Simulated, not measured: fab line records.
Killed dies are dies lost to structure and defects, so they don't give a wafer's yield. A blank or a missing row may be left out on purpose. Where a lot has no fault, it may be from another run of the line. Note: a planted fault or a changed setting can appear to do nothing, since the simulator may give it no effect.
Problem report, 8D (eight disciplines) form, completed by code :: flow gf180mcu :: the parts of the form that need people (team, actions taken, sign-off) are left out

== 1. WHAT IS WRONG ==
strip_time_to_endpoint_s at GF_M1_STRIP_17 reads a mean of 10.21 s on 6 wafers of 2 lots; wafers without a fault read 7.86 s with a standard deviation of 0.047. Relative to the usual mean, that is a shift of +50 standard deviations.
The step: strips in O2/N2.
Seen first at day 20 17:50 on plasma_asher-04, wafer L750.1. Wafers with a number at this step in the record: 42, from 14 lots. The rule behind "out" and "out of limits": a value lying over 4 standard deviations away from the usual mean. The rest of the wafers with a number are treated as sound.

== 2. WHAT IT IS; WHAT IT IS NOT ==
question: which readings at this step
is: strip_time_to_endpoint_s, oes_product_au
is not: -

question: which lots
is: L750, L751
is not: L742, L744, L745, L747, L748, L749, L752, L753, L760, L761, L762, L763

question: which wafers of those lots
is: all that have a number
is not: -

question: read on which tools
is: plasma_asher-02, plasma_asher-04
is not: plasma_asher-03

question: when
is: from day 20 17:50
is not: up to then (18 sound wafers); but 18 sound wafers of L752, L753, L760, L761, L762, L763 came after

== 3. WHAT RULES OUT EACH SUSPECT ==
Counting: a tool stays on the suspect list if, at a process step up to the reading, it processed all lots that are out and no sound lot following the first of them.
- rie_metal-02 at GF_M1_METAL_ETCH_16 (etches the open film in Cl2/BCl3, stops on SiO2, target depth 627.5 nm, time 104.6 s): ruled out as a lasting fault. Sound lots L752, L753, L763 ran on it after its first lot that is out, L750 (day 20 17:37).
Left after counting: nothing in the record.

== 4. THE CAUSE (what the simulator had put in) ==
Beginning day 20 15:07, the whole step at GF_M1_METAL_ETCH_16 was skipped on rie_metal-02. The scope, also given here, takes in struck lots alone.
Counting ruled it out, wrongly: the rule takes a fault to strike every lot that its tool runs from its start on, and this one did not.

== 5. THE CHAIN OF EFFECTS, in route order ==
One row per reading whose mean, taken over the struck wafers that have a number, lies over 3 standard deviations from the usual. Scope: only readings with a usual standard deviation given in the record; hours: median across lots of the time from each lot's start at the first step in this table that gives one to its start at this step; sigmas: change in usual standard deviations.
hours: 0
step: GF_M1_STRIP_17
reading: oes_product_au
usual: 0.557 a.u.
on struck wafers: 0.659
change: +0.102
sigmas: +20

hours: 0
step: GF_M1_STRIP_17
reading: strip_time_to_endpoint_s
usual: 7.86 s
on struck wafers: 10.21
change: +2.35
sigmas: +50
Its process steps:
- GF_M1_STRIP_17: strips in O2/N2.
Readings that are blank on the struck wafers while sound wafers have them: bcl3_flow_sccm at GF_M1_METAL_ETCH_16; bias_w at GF_M1_METAL_ETCH_16; drypump_motor_current_A at GF_M1_METAL_ETCH_16; oes_product_au at GF_M1_METAL_ETCH_16; throttle_valve_pct at GF_M1_METAL_ETCH_16.

== 6. HOW IT WOULD HAVE BEEN CAUGHT EARLIER ==
The fault began at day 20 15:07; the first out-of-limits reading in this record came at day 20 17:50, 3 hours later.
At GF_M1_METAL_ETCH_16 the tool's readings are blank on the struck wafers, where sound wafers have them: an empty tool record is the first sign, and it was there at once.
